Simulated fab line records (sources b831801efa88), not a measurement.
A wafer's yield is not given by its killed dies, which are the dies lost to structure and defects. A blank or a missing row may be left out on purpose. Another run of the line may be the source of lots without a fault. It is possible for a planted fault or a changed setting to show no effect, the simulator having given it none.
A struck lot beside a sound one ; flow sky130 ; 17 out of 708 route steps
Sound: the wafers L196.4, L196.5, L196.6. Wafers L204.1, L204.5, L204.6 were the ones struck. The cause is named last.
Order at every step that has rows: each side's tool, ch and its chambers, its first start. Under that, the readings that differ: sound wafers ; struck wafers ; difference of the means ; sigmas: that difference in standard deviations of wafers without a fault.
alike: a reading whose means differ by less than 2 such deviations, as well as words and numbers matching on both sides. not compared: withheld readings; readings where some wafer has no value; bounds like >300 that might hide an equal value; numbers whose values overlap and for which the record gives no deviation.
The two part at a step that has a row with sigmas, a row that says differs or no value, or rows on one side only. Numbers that don't overlap but have no deviation are shown without sigmas and don't part them. A reading missing from all wafers of one side parts the sides only when that side holds two or more wafers.

first, 1 step without rows for these wafers: SKY_VT_ADJUST_PCH_IMPLANT_08.
SKY_VT_ADJUST_PCH_STRIP_09: strips in O2/N2.
  sound on plasma_asher-04 ch 0,1, day 8 17:10; struck on plasma_asher-02 ch 0,1, day 10 14:21
  alike: drypump_motor_current_A, o2_flow_sccm, oes_product_au, strip_time_to_endpoint_s
  not compared: rf_hours_counter_h
SKY_VT_ADJUST_PCH_TW_MEAS_10:
  sound on film_metro-04, day 8 17:15; struck on film_metro-01, day 10 14:27
reading;sound;struck;difference;sigmas
VT_ADJUST_PCH_TW;143.9 144.4 143.5;141.8 141.7 141.5;-2.3;-3
then, 7 steps without rows for these wafers: SKY_SONOS_TUNNEL_DEHYDRATE_00 (time 60 s); SKY_SONOS_TUNNEL_HMDS_01 (prime time 60 s); SKY_SONOS_TUNNEL_COAT_02 (resist thk 1140 nm); SKY_SONOS_TUNNEL_SOFTBAKE_03 (time 60 s); SKY_SONOS_TUNNEL_EXPOSE_04 (exposes mask TUNM, target cd 410 nm); SKY_SONOS_TUNNEL_PEB_05; SKY_SONOS_TUNNEL_DEVELOP_06 (develop time 60 s).
SKY_SONOS_TUNNEL_CD_MEAS_07: the cd target is 410 nm.
  sound on cd_sem-01, day 9 09:19; struck on cd_sem-01, day 11 11:44
  alike: cd_nm
SKY_SONOS_TUNNEL_OVL_MEAS_08:
  sound on overlay-02, day 9 09:24; struck on overlay-02, day 11 11:52
  alike: SONOS_TUNNEL_OVL
SKY_SONOS_TUNNEL_IMPLANT_09:
  sound on implanter-03 ch 0, day 9 09:29; struck on implanter-02, day 11 11:53
  no value came back on the struck wafers for beam_energy_keV, beam_on_s (s); on the sound wafers beam_energy_keV reads 19.988 19.995 19.992
then, 2 steps without rows for these wafers: SKY_SONOS_TUNNEL_WET_ETCH_10 (etches SiO2 in dHF, target depth 14 nm, time 280 s); SKY_SONOS_TUNNEL_STRIP_11 (strips in SPM, time 600 s).
SKY_SONOS_TUNNEL_TW_MEAS_12:
  sound on film_metro-03, day 9 09:52; struck on film_metro-03, day 11 12:19
reading;sound;struck;difference;sigmas
SONOS_TUNNEL_TW;200.2 198.8 200.2;30.3 30.2 30.5;-169.4;-89
then, 1 step without rows for these wafers: SKY_SONOS_TUNNEL_CLEAN_13 (cleans in dHF, time 20 s).

## WHERE THEY PART
Last at SKY_SONOS_TUNNEL_TW_MEAS_12 as far as this record goes, first at SKY_VT_ADJUST_PCH_TW_MEAS_10.

WHY: whatever the simulator had introduced
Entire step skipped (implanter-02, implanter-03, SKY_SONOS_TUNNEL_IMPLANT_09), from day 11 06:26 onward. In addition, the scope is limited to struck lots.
